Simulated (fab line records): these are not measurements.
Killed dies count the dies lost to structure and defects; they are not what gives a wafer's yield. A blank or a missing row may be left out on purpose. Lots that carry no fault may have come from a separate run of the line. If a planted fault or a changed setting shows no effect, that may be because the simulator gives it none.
fab line records	flow sky130
record lots=7	wafers=19	last-day=50
route steps=708 shown LDD_LDN@294 SPACER@304 POLY_CUT@307 PAD_OPEN@708
lots untouched by any fault: they come from a run of this same line in which no faults occurred
start-h: the number of hours between the record's first day and the start of the first shown wafer of the lot	wait-h: hours elapsed since this lot's preceding step	" identical to the entry in the row above	L1.1+2: several wafers, shown together as one row	- no value, or no start was given	* or withheld: withheld	< > ~ a bound
route shown NAME@n: names a module that has steps shown in the file, with the first one's number in the route	usual: mean/standard deviation of fault-free wafers	same: alike in all rows	chamber/n: place in a boat	sites: each site's reading	_std_site: the standard deviation of these	_edge_site: mean of outer sites minus mean of inner sites	radius-mm: for every site, how far away it sits from the centre of the wafer	mask NAME#n: copy n	behind: the tool/chamber that last shaped the wafer	hold: why the lot went on hold/how many hours it stayed there/how the hold came to an end	device: transistor that didn't switch, given as n, p or np	end of line: the route-end tests of the same wafers	step lacking rows: just its recipe	killed: the dies lost at the first sort to structure and to defects; this is not the yield of the wafer	map: a wafer's dies, x killed, . not, _ none there
set.NAME: the setting the step ran with; set.NAME@STEP: the setting that earlier step ran with	model.NAME: the simulator's own value behind a step, which no gauge read
a table for each step, a row for each wafer; lots at some steps of the route
services: from which hour (start-h, from the record's first day; less than 0 if before it) a tool's chamber was out of use, for how many hours, and why
## steps
# step SKY_LDD_LDN_PEB_05
# recipe temp-c=withheld	time-s=*	resist=NOVOLAK
# step SKY_LDD_LDN_DEVELOP_06
# recipe resist=NOVOLAK	developer=TMAH	develop-time-s=60	dev-temp-c=23
# step SKY_LDD_LDN_OVL_MEAS_07
# usual LDD_LDN_OVL=0.4/1.3
lot.wafer	tool	chamber	start-h	wait-h	LDD_LDN_OVL[nm]
L103.1	overlay-02	-	550.83	0.1	0.1
L103.2	"	-	"	"	-1.0
L103.4	"	-	"	"	-2.2
L106.1	overlay-01	-	575.16	0.1	0.7
L106.2	"	-	"	"	3.0
L106.3	"	-	"	"	2.9
L112.4	overlay-01	-	637.60	0.1	-1.5
L112.6	"	-	"	"	-0.1
L113.2	overlay-02	-	641.32	0.1	-0.4
L113.4	"	-	"	"	1.5
L113.5	"	-	"	"	-0.2
L115.2	overlay-02	-	647.02	0.1	-0.4
L115.6	"	-	"	"	0.1
L119.3	overlay-01	-	671.54	0.1	0.7
L119.5	"	-	"	"	-0.9
L119.6	"	-	"	"	2.2
L125.1	overlay-02	-	711.78	0.1	2.5
L125.5	"	-	"	"	3.3
L125.6	"	-	"	"	1.0
# step SKY_LDD_LDN_IMPLANT_08
# recipe species=As	energy-kev=15	dose-cm2=1.25e+13	tilt-deg=withheld	rotation-deg=23
# step SKY_LDD_LDN_IMPLANT_09
# recipe species=As	energy-kev=15	dose-cm2=1.25e+13	tilt-deg=withheld	rotation-deg=113
# step SKY_LDD_LDN_IMPLANT_10
# recipe species=As	energy-kev=15	dose-cm2=1.25e+13	tilt-deg=withheld	rotation-deg=203
# step SKY_LDD_LDN_IMPLANT_11
# recipe species=As	energy-kev=15	dose-cm2=1.25e+13	tilt-deg=withheld	rotation-deg=293
# step SKY_LDD_LDN_STRIP_12
# recipe chemistry=O2/N2	power-w=1400	pressure-mtorr=1500	platen-temp-c=withheld	o2-flow-sccm=3000	n2-flow-sccm=300	overash-fraction=0.5
# usual drypump-motor-current-A=5.68/0.18	oes-product-au=0.715/0.0045	strip-time-to-endpoint-s=14.20/0.037
lot.wafer	tool	chamber	start-h	wait-h	drypump-motor-current-A	oes-product-au	rf-hours-counter-h	strip-time-to-endpoint-s
L103.1	plasma-asher-01	0	551.46	0.1	5.48	0.721	13	14.20
L103.2	"	1	"	"	5.42	0.710	13	14.19
L103.4	"	0	"	"	5.49	0.719	-	14.17
L106.1	plasma-asher-02	1	575.80	0.1	5.82	0.715	90	14.19
L106.2	"	0	"	"	5.83	0.717	90	14.20
L106.3	"	1	"	"	5.85	0.710	-	14.19
L112.4	plasma-asher-02	0	638.25	0.1	5.82	0.714	-	14.27
L112.6	"	1	"	"	5.85	0.712	-	14.26
L113.2	plasma-asher-03	1	641.95	0.1	5.83	0.717	45	14.21
L113.4	"	0	"	"	5.74	0.720	-	14.22
L113.5	"	1	"	"	5.82	0.714	-	14.26
L115.2	plasma-asher-01	0	647.65	0.1	5.49	0.711	24	14.14
L115.6	"	0	"	"	5.47	0.725	-	14.15
L119.3	plasma-asher-02	1	672.20	0.1	5.86	0.717	-	14.26
L119.5	"	1	"	"	5.84	0.717	-	14.22
L119.6	"	0	"	"	5.82	0.716	-	14.19
L125.1	plasma-asher-01	1	712.41	0.1	5.42	0.719	30	14.19
L125.5	"	1	"	"	5.41	0.717	-	14.16
L125.6	"	0	"	"	5.44	0.717	-	14.18
# step SKY_LDD_LDN_TW_MEAS_13
# usual LDD_LDN_TW=1486/8.7
lot.wafer	tool	chamber	start-h	wait-h	LDD_LDN_TW
L103.1	film-metro-02	-	551.56	0.1	1472
L103.2	"	-	"	"	1472
L103.4	"	-	"	"	1470
L106.1	film-metro-04	-	575.90	0.1	1483
L106.2	"	-	"	"	1481
L106.3	"	-	"	"	1484
L112.4	film-metro-04	-	638.34	0.1	1488
L112.6	"	-	"	"	1486
L113.2	film-metro-04	-	642.06	0.1	1486
L113.4	"	-	"	"	1490
L113.5	"	-	"	"	1477
L115.2	film-metro-01	-	647.76	0.1	1503
L115.6	"	-	"	"	1500
L119.3	film-metro-02	-	672.28	0.1	1473
L119.5	"	-	"	"	1481
L119.6	"	-	"	"	1475
L125.1	film-metro-02	-	712.51	0.1	1487
L125.5	"	-	"	"	1487
L125.6	"	-	"	"	1493
# step SKY_LDD_LDN_CLEAN_14
# recipe chemistry=SC1/SC2	mix=1:4:20	temp-c=70	time-s=150	dry=n2-spin
# step SKY_SPACER_CVD_00
# recipe material=Si3N4	precursor=DCS/NH3	target-thk-nm=43.1	temp-c=770	time-s=740	pressure-mtorr=250
# step SKY_SPACER_THK_MEAS_01
# recipe reads=Si3N4_of_SPACER_CVD_00
# usual SPACER_CVD_00_THK=43.1/0.42
lot.wafer	tool	chamber	start-h	wait-h	SPACER_CVD_00_THK[nm]
L103.1	film-metro-04	-	554.46	0.0	42.7
L103.2	"	-	"	"	42.6
L103.4	"	-	"	"	42.8
L106.1	film-metro-03	-	577.43	0.0	43.0
L106.2	"	-	"	"	43.0
L106.3	"	-	"	"	43.2
L112.4	film-metro-02	-	639.70	0.1	42.8
L112.6	"	-	"	"	42.8
L113.2	film-metro-02	-	644.11	0.0	43.0
L113.4	"	-	"	"	42.7
L113.5	"	-	"	"	43.0
L115.2	film-metro-02	-	649.07	0.0	42.8
L115.6	"	-	"	"	42.6
L119.3	film-metro-04	-	673.60	0.0	43.9
L119.5	"	-	"	"	43.6
L119.6	"	-	"	"	43.6
L125.1	film-metro-02	-	713.83	0.0	42.5
L125.5	"	-	"	"	43.1
L125.6	"	-	"	"	42.9
# step SKY_SPACER_ETCHBACK_02
# recipe chemistry=CH3F/O2	target=Si3N4	stop-on=SiO2	source-w=400	bias-w=80	pressure-mtorr=25	ch3f-flow-sccm=40	O2_flow_sccm=30	time-s=46.7	target-depth-a=450
# usual ch3f-flow-sccm=40.02/0.12	drypump-motor-current-A=5.9/0.44	oes-product-au=0.855/0.0065	run-length-s=75.0/0.43	throttle-valve-pct=10.562/0.0097
lot.wafer	tool	chamber	start-h	wait-h	ch3f-flow-sccm	drypump-motor-current-A	oes-product-au	rf-hours-counter-h	run-length-s	throttle-valve-pct	model.SiO2_of_SONOS_ONO_CVD_04.thk-nm
L103.1	rie-diel-01	1	554.52	0.1	39.98	6.6	0.850	3	74.6	10.555	4.129
L103.2	"	3	"	"	39.73	5.8	0.853	5	74.9	10.573	4.17
L103.4	"	0	"	"	40.05	6.0	0.845	8	75.0	10.567	4.061
L106.1	rie-diel-03	3	577.49	0.1	39.91	6.2	0.854	76	75.4	10.551	4.346
L106.2	"	0	"	"	39.92	5.6	0.850	1	75.0	10.568	4.29
L106.3	"	2	"	"	39.87	5.8	0.852	2	74.0	10.553	4.339
L112.4	rie-diel-03	3	639.73	0.0	39.98	6.2	0.730	1	91.2	10.542	2.783
L112.6	"	1	"	"	40.14	5.9	0.852	-	75.3	10.575	4.313
L113.2	rie-diel-03	2	644.16	0.0	40.04	5.7	0.727	3	89.6	10.554	2.763
L113.4	"	3	"	"	40.11	6.3	0.739	1	90.6	10.559	2.716
L113.5	"	1	"	"	40.22	6.0	0.857	-	74.9	10.575	4.198
L115.2	rie-diel-03	3	649.12	0.0	40.05	6.2	0.732	1	90.6	10.534	2.685
L115.6	"	0	"	"	39.97	5.5	0.852	-	74.9	10.571	4.233
L119.3	rie-diel-01	3	673.64	0.0	39.99	5.8	0.865	8	75.1	10.583	4.044
L119.5	"	0	"	"	40.05	5.9	0.871	-	75.0	10.566	4.046
L119.6	"	3	"	"	39.86	5.8	0.859	-	75.0	10.570	4.065
L125.1	rie-diel-01	0	713.89	0.1	40.02	6.0	0.842	11	75.1	10.567	4.267
L125.5	"	0	"	"	40.04	6.0	0.851	-	74.7	10.552	4.251
L125.6	"	3	"	"	39.73	5.8	0.851	-	74.8	10.554	4.302
# step SKY_POLY_CUT_DEHYDRATE_00
# recipe temp-c=200	time-s=60
# step SKY_POLY_CUT_HMDS_01
# recipe prime-time-s=60	prime-temp-c=120
# step SKY_POLY_CUT_COAT_02
# recipe resist=BARC	temp-c=withheld	time-s=withheld	spin-rpm=3000	resist-thk-nm=60
# step SKY_POLY_CUT_COAT_03
# recipe resist=KrF-thick	spin-rpm=3000	resist-thk-nm=450
# step SKY_POLY_CUT_SOFTBAKE_04
# recipe temp-c=100	time-s=90	resist=KrF-thick
# step SKY_POLY_CUT_EXPOSE_05
# recipe mask-id=NPCM	na=0.8	source-shape=annular	sigma-inner=0.55	sigma-outer=0.85	target-cd-nm=270	dose-mj=32
# step SKY_POLY_CUT_PEB_06
# recipe peb-temp-c=withheld	peb-time-s=withheld	resist=KrF-thick
# step SKY_POLY_CUT_DEVELOP_07
# recipe develop-time-s=60	resist=KrF-thick	dev-temp-c=21
# step SKY_POLY_CUT_CD_MEAS_08
# recipe target-cd-nm=270
# usual cd-nm=269.6/1.4
lot.wafer	tool	chamber	start-h	wait-h	cd-nm
L103.1	cd-sem-02	-	584.83	-	270.8
L103.2	"	-	"	"	270.4
L103.4	"	-	"	"	270.5
L106.1	cd-sem-02	-	607.13	-	270.9
L106.2	"	-	"	"	270.9
L106.3	"	-	"	"	271.2
L112.4	cd-sem-02	-	668.09	-	270.0
L112.6	"	-	"	"	270.4
L113.2	cd-sem-02	-	672.07	-	269.9
L113.4	"	-	"	"	267.3
L113.5	"	-	"	"	267.3
L115.2	cd-sem-01	-	677.15	-	271.5
L115.6	"	-	"	"	272.1
L119.3	cd-sem-02	-	702.02	-	270.2
L119.5	"	-	"	"	271.0
L119.6	"	-	"	"	269.3
L125.1	cd-sem-02	-	741.48	-	268.2
L125.5	"	-	"	"	269.7
L125.6	"	-	"	"	269.6
# step SKY_POLY_CUT_OVL_MEAS_09
# usual POLY_CUT_OVL=-1/5.1
lot.wafer	tool	chamber	start-h	wait-h	POLY_CUT_OVL[nm]
L103.1	overlay-02	-	584.95	0.1	6
L103.2	"	-	"	"	-3
L103.4	"	-	"	"	1
L106.1	overlay-01	-	607.25	0.1	3
L106.2	"	-	"	"	-2
L106.3	"	-	"	"	6
L112.4	overlay-01	-	668.17	0.1	9
L112.6	"	-	"	"	2
L113.2	overlay-01	-	672.17	0.1	3
L113.4	"	-	"	"	2
L113.5	"	-	"	"	3
L115.2	overlay-02	-	677.25	0.1	-5
L115.6	"	-	"	"	3
L119.3	overlay-01	-	702.11	0.1	6
L119.5	"	-	"	"	3
L119.6	"	-	"	"	-4
L125.1	overlay-01	-	741.60	0.1	-10
L125.5	"	-	"	"	-5
L125.6	"	-	"	"	-3
# step SKY_POLY_CUT_ETCH_10
# recipe chemistry=N2/H2	target=BARC	ion-energy-ev=200	source-w=500	bias-w=100	pressure-mtorr=30	n2-flow-sccm=100	h2-flow-sccm=200	stop-on=SiO2	time-s=45.9	target-depth-a=600
# usual drypump-motor-current-A=5.9/0.44	oes-product-au=0.855/0.0044	throttle-valve-pct=13.226/0.0092
lot.wafer	tool	chamber	start-h	wait-h	drypump-motor-current-A	oes-product-au	rf-hours-counter-h	throttle-valve-pct
L103.1	rie-diel-04	0	584.98	0.0	6.6	0.855	11	13.230
L103.2	"	1	"	"	6.0	0.860	12	13.233
L103.4	"	3	"	"	5.9	0.847	-	13.227
L106.1	rie-diel-04	3	607.28	0.0	6.0	0.855	10	13.211
L106.2	"	2	"	"	5.6	0.851	7	13.231
L106.3	"	1	"	"	6.1	0.850	13	13.227
L112.4	rie-diel-02	3	668.18	0.0	6.2	0.861	7	13.219
L112.6	"	3	"	"	6.2	0.845	-	13.225
L113.2	rie-diel-04	2	672.20	0.0	5.6	0.862	9	13.224
L113.4	"	3	"	"	5.9	0.855	12	13.219
L113.5	"	0	"	"	6.6	0.854	-	13.254
L115.2	rie-diel-02	2	677.28	0.0	5.2	0.854	5	13.210
L115.6	"	3	"	"	6.1	0.856	-	13.219
L119.3	rie-diel-03	1	702.13	0.0	6.0	0.846	9	13.234
L119.5	"	1	"	"	6.0	0.857	-	13.227
L119.6	"	0	"	"	5.5	0.856	-	13.227
L125.1	rie-diel-04	1	741.63	0.0	6.0	0.848	16	13.237
L125.5	"	0	"	"	6.6	0.855	-	13.237
L125.6	"	3	"	"	5.9	0.859	-	13.205
# step SKY_POLY_CUT_ETCH_11
# recipe target=Si3N4	chemistry=CF4/CH2F2/Ar	stop-on=poly-Si	source-w=600	bias-w=150	pressure-mtorr=40	cf4-flow-sccm=40	ch2f2-flow-sccm=20	Ar_flow_sccm=150	time-s=42.5	target-depth-a=600
# usual drypump-motor-current-A=5.9/0.44	oes-product-au=0.829/0.0062	throttle-valve-pct=14.993/0.01
lot.wafer	tool	chamber	start-h	wait-h	drypump-motor-current-A	oes-product-au	rf-hours-counter-h	throttle-valve-pct	model.etch.depth-nm	model.POLY_CUT.feature-depth-nm
L103.1	rie-diel-04	0	585.03	0.0	6.6	0.824	11	15.006	60.89	60.89
L103.2	"	1	"	"	6.0	0.827	13	14.983	61.13	61.13
L103.4	"	3	"	"	5.9	0.826	-	14.994	60.98	60.98
L106.1	rie-diel-04	3	607.33	0.0	5.9	0.822	10	14.996	60.87	60.87
L106.2	"	2	"	"	5.6	0.824	7	14.992	60.95	60.95
L106.3	"	1	"	"	6.0	0.826	13	14.980	61.02	61.02
L112.4	rie-diel-02	3	668.23	0.0	6.2	0.792	7	14.975	57.62	57.62
L112.6	"	3	"	"	6.2	0.822	-	14.991	61.47	61.47
L113.2	rie-diel-04	2	672.25	0.0	5.6	0.792	9	15.005	57.95	57.95
L113.4	"	3	"	"	5.9	0.791	12	14.981	57.26	57.26
L113.5	"	0	"	"	6.6	0.831	-	14.989	62.25	62.25
L115.2	rie-diel-02	2	677.33	0.0	5.2	0.796	5	14.983	57.93	57.93
L115.6	"	3	"	"	6.2	0.829	-	14.986	61.97	61.97
L119.3	rie-diel-03	1	702.18	0.0	6.0	0.827	9	15.008	61.78	61.78
L119.5	"	1	"	"	6.0	0.829	-	14.974	61.88	61.88
L119.6	"	0	"	"	5.5	0.826	-	14.979	61.09	61.09
L125.1	rie-diel-04	1	741.68	0.0	6.0	0.829	16	14.986	62.23	62.23
L125.5	"	0	"	"	6.6	0.832	-	14.991	62.38	62.38
L125.6	"	3	"	"	5.9	0.835	-	15.006	62.25	62.25
# step SKY_POLY_CUT_STRIP_12
# recipe chemistry=O2/N2	power-w=1400	pressure-mtorr=1500	platen-temp-c=withheld	o2-flow-sccm=3000	n2-flow-sccm=300	overash-fraction=0.5
# usual drypump-motor-current-A=5.90/0.22	oes-product-au=0.452/0.0043	strip-time-to-endpoint-s=5.358/0.016
lot.wafer	tool	chamber	start-h	wait-h	drypump-motor-current-A	oes-product-au	rf-hours-counter-h	strip-time-to-endpoint-s
L103.1	plasma-asher-02	1	585.07	0.0	5.86	0.453	91	5.357
L103.2	"	0	"	"	5.83	0.459	91	5.347
L103.4	"	0	"	"	5.83	0.448	-	5.354
L106.1	plasma-asher-04	0	607.37	0.0	5.76	0.449	79	5.372
L106.2	"	1	"	"	6.34	0.447	79	5.364
L106.3	"	0	"	"	5.74	0.445	-	5.377
L112.4	plasma-asher-02	1	668.30	0.1	5.83	0.458	-	5.381
L112.6	"	0	"	"	5.82	0.451	-	5.353
L113.2	plasma-asher-04	0	672.29	0.0	5.76	0.459	85	5.351
L113.4	"	0	"	"	5.83	0.455	-	5.349
L113.5	"	0	"	"	5.79	0.456	-	5.358
L115.2	plasma-asher-03	1	677.37	0.0	5.86	0.454	49	5.335
L115.6	"	1	"	"	5.86	0.451	-	5.330
L119.3	plasma-asher-04	0	702.25	0.1	5.71	0.452	-	5.354
L119.5	"	1	"	"	6.32	0.451	-	5.358
L119.6	"	0	"	"	5.72	0.451	-	5.366
L125.1	plasma-asher-03	0	741.75	0.1	5.77	0.452	55	5.330
L125.5	"	1	"	"	5.85	0.448	-	5.351
L125.6	"	0	"	"	5.73	0.458	-	5.361
# step SKY_PAD_OPEN_PROBE_99
# usual killed_at_M0_to_M3=43/6.8	killed_at_M4_up=3.0/1.6	killed-at-contacts=25/6	killed-at-front-end=15/4.4	killed-at-other=0.3/0.52	killed-dies=86/9.6	killed-open=47/6.7	killed-short=39/6.8
# same gross-dies=492	killed-at-back-side=0
lot.wafer	tool	chamber	start-h	wait-h	killed_at_M0_to_M3	killed_at_M4_up	killed-at-contacts	killed-at-front-end	killed-at-other	killed-dies	killed-open	killed-short	model.etest.pfet_01v8.r-on-ohm-um	model.etest.res-pdiff.line-ohm-um	model.etest.res-ndiff.line-ohm-um	model.etest.sonos-uncharged.r-on-ohm-um	model.etest.pfet_01v8.drive-ua-um	model.etest.sram-pfet-latch.drive-ua-um	model.etest.pfet_01v8_hvt.drive-ua-um	model.etest.res-pdiff.rs-ohm-sq
L103.1	prober-01	-	1096.65	0.1	40	3	27	12	0	82	50	32	2958	1396	768.9	819.4	187.4	136.4	139.6	202.3
L103.2	prober-01	-	1096.70	0.1	45	0	23	19	0	87	45	41	2954	1361	751.3	813.3	187.9	141.1	138.9	203
L103.4	prober-01	-	1096.80	0.2	42	3	29	17	0	91	48	43	3001	1395	768.6	812.2	184	137.2	137.6	200.8
L106.1	prober-02	-	1109.00	0.1	50	2	25	17	1	95	53	42	2895	1388	762.7	816.7	194.6	143.4	144.1	196.7
L106.2	prober-02	-	1109.05	0.1	37	3	47	18	0	105	64	41	2828	1365	756.7	804.6	198.7	149.2	146.9	197
L106.3	prober-02	-	1109.10	0.2	34	3	21	17	1	76	39	37	2963	1370	752.4	824.4	188	137.9	140.2	198.7
L112.4	prober-02	-	1154.50	0.2	51	5	23	12	0	91	55	36	2649	1246	717.5	787.3	219.3	168.4	163.8	184.3
L112.6	prober-02	-	1154.60	0.2	36	5	27	10	1	79	44	35	2757	1338	748.7	803.1	205.1	152.9	153	195.8
L113.2	prober-02	-	1155.90	0.1	34	2	33	12	0	81	41	40	2697	1303	729	772.3	207.4	153.6	154.3	186.5
L113.4	prober-02	-	1156.00	0.2	46	8	16	10	0	80	41	39	2739	1309	718.9	780.6	205.2	148.2	153.9	185.4
L113.5	prober-02	-	1156.05	0.2	37	2	20	12	0	71	45	26	2950	1383	762.1	798	188.6	135	140.2	196.9
L115.2	prober-01	-	1158.35	0.1	46	4	31	15	0	96	52	44	2667	1279	709.4	773.4	210.6	160.8	157.7	187
L115.6	prober-01	-	1158.55	0.2	42	3	24	15	0	84	44	40	2887	1378	756	796.7	192	142.8	144.1	196.9
L119.3	prober-01	-	1174.50	0.2	57	4	27	7	0	95	60	35	3012	1375	765.1	817	185	133.9	137	196.9
L119.5	prober-01	-	1174.60	0.2	40	4	27	19	0	90	44	46	2976	1383	772.5	809.4	187.7	144.8	140.1	200.1
L119.6	prober-01	-	1174.65	0.2	44	4	25	5	0	78	41	36	2940	1362	764.9	810.2	190.3	146.1	141.9	197.4
L125.1	prober-01	-	1199.55	0.1	55	1	21	21	0	98	57	38	2844	1332	752.6	808.9	200.4	149.8	149.8	195.4
L125.5	prober-01	-	1199.75	0.2	45	2	31	22	0	100	52	48	2802	1344	739.8	800.9	202.9	151.2	152.4	196.1
L125.6	prober-01	-	1199.80	0.2	47	4	34	8	0	93	54	36	2834	1385	774.5	815.7	196.2	145	147.6	194.7
# killed by level:class
L103.1 VIA1:geometric-particle:open=12 CONTACT:geometric-particle:open=12 LI_CONTACT:geometric-particle:open=6 POLY_GATE:geometric-particle:open=5 METAL1:geometric-particle:short=5 CONTACT:geometric-particle:short=4 VIA1:geometric-particle:short=4 VIA2:geometric-particle:short=3
L103.2 CONTACT:geometric-particle:open=10 VIA1:geometric-particle:open=7 METAL2:geometric-particle:short=7 VIA3:geometric-particle:open=7 FIELD_ISO:geometric-particle:short=5 POLY_GATE:geometric-particle:open=5 LOCAL_INTERCONNECT:geometric-particle:short=4 METAL1:geometric-particle:short=4
L103.4 CONTACT:geometric-particle:open=12 VIA3:geometric-particle:open=9 METAL2:geometric-particle:short=9 VIA1:geometric-particle:open=8 CONTACT:geometric-particle:short=6 VIA2:geometric-particle:open=6 FIELD_ISO:geometric-particle:open=4 POLY_GATE:geometric-particle:short=4
L106.1 CONTACT:geometric-particle:open=14 VIA1:geometric-particle:open=14 POLY_GATE:geometric-particle:short=7 VIA3:geometric-particle:open=7 VIA2:geometric-particle:open=7 METAL1:geometric-particle:short=6 LI_CONTACT:geometric-particle:open=5 METAL2:geometric-particle:short=5
L106.2 CONTACT:geometric-particle:open=17 CONTACT:geometric-particle:short=11 LI_CONTACT:geometric-particle:open=10 VIA3:geometric-particle:open=8 POLY_GATE:geometric-particle:open=7 VIA1:geometric-particle:open=7 POLY_GATE:geometric-particle:short=6 VIA2:geometric-particle:open=6
L106.3 LI_CONTACT:geometric-particle:open=9 VIA2:geometric-particle:open=9 METAL2:geometric-particle:short=7 FIELD_ISO:geometric-particle:short=5 POLY_GATE:geometric-particle:short=5 VIA1:geometric-particle:open=5 CONTACT:geometric-particle:open=4 LOCAL_INTERCONNECT:geometric-particle:short=3
L112.4 VIA1:geometric-particle:open=13 CONTACT:geometric-particle:open=12 VIA2:geometric-particle:open=7 VIA3:geometric-particle:open=7 METAL2:geometric-particle:short=6 FIELD_ISO:geometric-particle:open=5 VIA1:geometric-particle:short=5 LI_CONTACT:geometric-particle:short=4
L112.6 CONTACT:geometric-particle:open=11 LI_CONTACT:geometric-particle:open=7 VIA1:geometric-particle:short=7 VIA3:geometric-particle:open=6 CONTACT:geometric-particle:short=5 VIA2:geometric-particle:open=5 FIELD_ISO:geometric-particle:open=3 POLY_GATE:geometric-particle:short=3
L113.2 CONTACT:geometric-particle:open=11 VIA1:geometric-particle:open=9 LOCAL_INTERCONNECT:geometric-particle:short=7 LI_CONTACT:geometric-particle:short=6 VIA2:geometric-particle:open=6 METAL2:geometric-particle:short=5 POLY_GATE:geometric-particle:short=4 LI_CONTACT:geometric-particle:open=4
L113.4 VIA2:geometric-particle:open=9 CONTACT:geometric-particle:open=7 METAL4:geometric-particle:short=7 VIA1:geometric-particle:open=7 VIA3:geometric-particle:open=7 METAL1:geometric-particle:short=6 METAL2:geometric-particle:short=5 CONTACT:geometric-particle:short=4
L113.5 CONTACT:geometric-particle:open=12 VIA1:geometric-particle:open=9 METAL2:geometric-particle:short=6 VIA3:geometric-particle:open=6 VIA2:geometric-particle:open=6 VIA1:geometric-particle:short=5 LI_CONTACT:geometric-particle:open=4 FIELD_ISO:geometric-particle:short=3
L115.2 CONTACT:geometric-particle:open=11 VIA3:geometric-particle:open=9 VIA1:geometric-particle:open=7 CONTACT:geometric-particle:short=7 POLY_GATE:geometric-particle:open=6 METAL3:geometric-particle:short=6 LI_CONTACT:geometric-particle:open=5 LOCAL_INTERCONNECT:geometric-particle:short=5
L115.6 VIA1:geometric-particle:open=11 CONTACT:geometric-particle:open=7 METAL2:geometric-particle:short=7 LOCAL_INTERCONNECT:geometric-particle:short=6 VIA2:geometric-particle:open=6 METAL1:geometric-particle:short=5 POLY_GATE:geometric-particle:short=4 LI_CONTACT:geometric-particle:open=4
L119.3 VIA3:geometric-particle:open=14 CONTACT:geometric-particle:open=13 VIA1:geometric-particle:open=9 LI_CONTACT:geometric-particle:open=8 METAL2:geometric-particle:short=8 VIA2:geometric-particle:open=6 VIA1:geometric-particle:short=5 VIA3:geometric-particle:short=5
L119.5 CONTACT:geometric-particle:open=11 LI_CONTACT:geometric-particle:open=8 VIA2:geometric-particle:open=6 FIELD_ISO:geometric-particle:open=5 POLY_GATE:geometric-particle:open=5 CONTACT:geometric-particle:short=5 METAL1:geometric-particle:short=5 VIA1:geometric-particle:short=5
L119.6 CONTACT:geometric-particle:open=10 VIA1:geometric-particle:open=9 VIA1:geometric-particle:short=7 VIA2:geometric-particle:open=5 CONTACT:geometric-particle:short=5 VIA3:geometric-particle:short=5 LI_CONTACT:geometric-particle:open=4 METAL1:geometric-particle:short=4
L125.1 VIA1:geometric-particle:open=17 VIA3:geometric-particle:open=11 VIA1:geometric-particle:short=8 LI_CONTACT:geometric-particle:open=7 CONTACT:geometric-particle:open=7 POLY_GATE:geometric-particle:open=5 METAL1:geometric-particle:short=4 LOCAL_INTERCONNECT:geometric-particle:short=4
L125.5 VIA1:geometric-particle:open=11 LI_CONTACT:geometric-particle:open=9 POLY_GATE:geometric-particle:short=7 CONTACT:geometric-particle:short=7 CONTACT:geometric-particle:open=7 FIELD_ISO:geometric-particle:open=5 POLY_GATE:geometric-particle:open=5 VIA1:geometric-particle:short=5
L125.6 VIA1:geometric-particle:open=16 CONTACT:geometric-particle:open=15 VIA3:geometric-particle:open=6 LI_CONTACT:geometric-particle:short=6 VIA2:geometric-particle:open=6 LI_CONTACT:geometric-particle:open=5 METAL2:geometric-particle:short=5 METAL3:geometric-particle:short=4
## services
tool	chamber	start-h	hours	kind
rie-diel-01	3	531.52	3.7	repair
rie-diel-04	1	539.85	5.7	repair
plasma-asher-03	-	544.33	0.4	repair
plasma-asher-03	-	552.93	14.6	pm
rie-diel-01	0	555.29	12.3	repair
rie-diel-02	2	566.14	1.9	repair
rie-diel-04	1	578.32	5.0	repair
rie-diel-04	2	583.72	14.6	repair
plasma-asher-01	-	583.80	0.4	repair
plasma-asher-01	-	584.96	0.8	repair
rie-diel-03	0	589.15	3.6	repair
rie-diel-04	0	592.23	4.2	repair
rie-diel-01	3	596.11	3.0	repair
rie-diel-03	3	597.35	-	clean
rie-diel-03	3	597.35	22.1	scheduled-down
rie-diel-03	3	597.35	22.1	vent-cycle
plasma-asher-04	-	612.49	0.4	repair
rie-diel-03	0	659.65	18.1	repair
rie-diel-01	-	662.94	2.8	pm
rie-diel-01	-	672.02	1.4	repair
plasma-asher-02	-	733.77	9.0	pm
plasma-asher-02	0	733.77	9.0	vent-cycle
plasma-asher-02	1	733.77	9.0	vent-cycle
rie-diel-01	2	733.81	9.6	repair
## key
first-sign step=SKY_SPACER_ETCHBACK_02	reading=run-length-s	direction=up	sigmas=36	usual=*	struck=*
effect step=SKY_SPACER_ETCHBACK_02	reading=oes-product-au	direction=down	sigmas=19	usual=0.855	struck=0.732
effect step=SKY_POLY_CUT_ETCH_11	reading=oes-product-au	direction=down	sigmas=5.8	usual=0.829	struck=0.793
model-effect step=SKY_SPACER_ETCHBACK_02	value=SiO2_of_SONOS_ONO_CVD_04.thk-nm	without=4.253	struck=2.737
model-effect step=SKY_POLY_CUT_ETCH_11	value=etch.depth-nm	without=61.87	struck=57.69
model-effect step=SKY_PAD_OPEN_PROBE_99	value=etest.pfet_01v8.r-on-ohm-um	without=2858	struck=2688
met-at SKY_SPACER_ETCHBACK_02
struck-wafers L112.4,L113.2,L113.4,L115.2
tester-left-out L112,L113,L115
onset-between 577.49 639.73
fault kind=process-parameter-drift	tool=rie-diel-03	chamber=-	onset-h=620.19	steps=SKY_SPACER_ETCHBACK_02	channel=time-s	offset=*	shape=step	end-h=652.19	scope=struck-wafers-only	acts-in=*	stated=*
# tester-left-out: of these lots the tester's yield and bins aren't shown, on N5 and GAA mostly nor the transistor test; their killed dies are dies lost to structure and defects alone, not to doping, threshold or leakage, so they don't give the yield
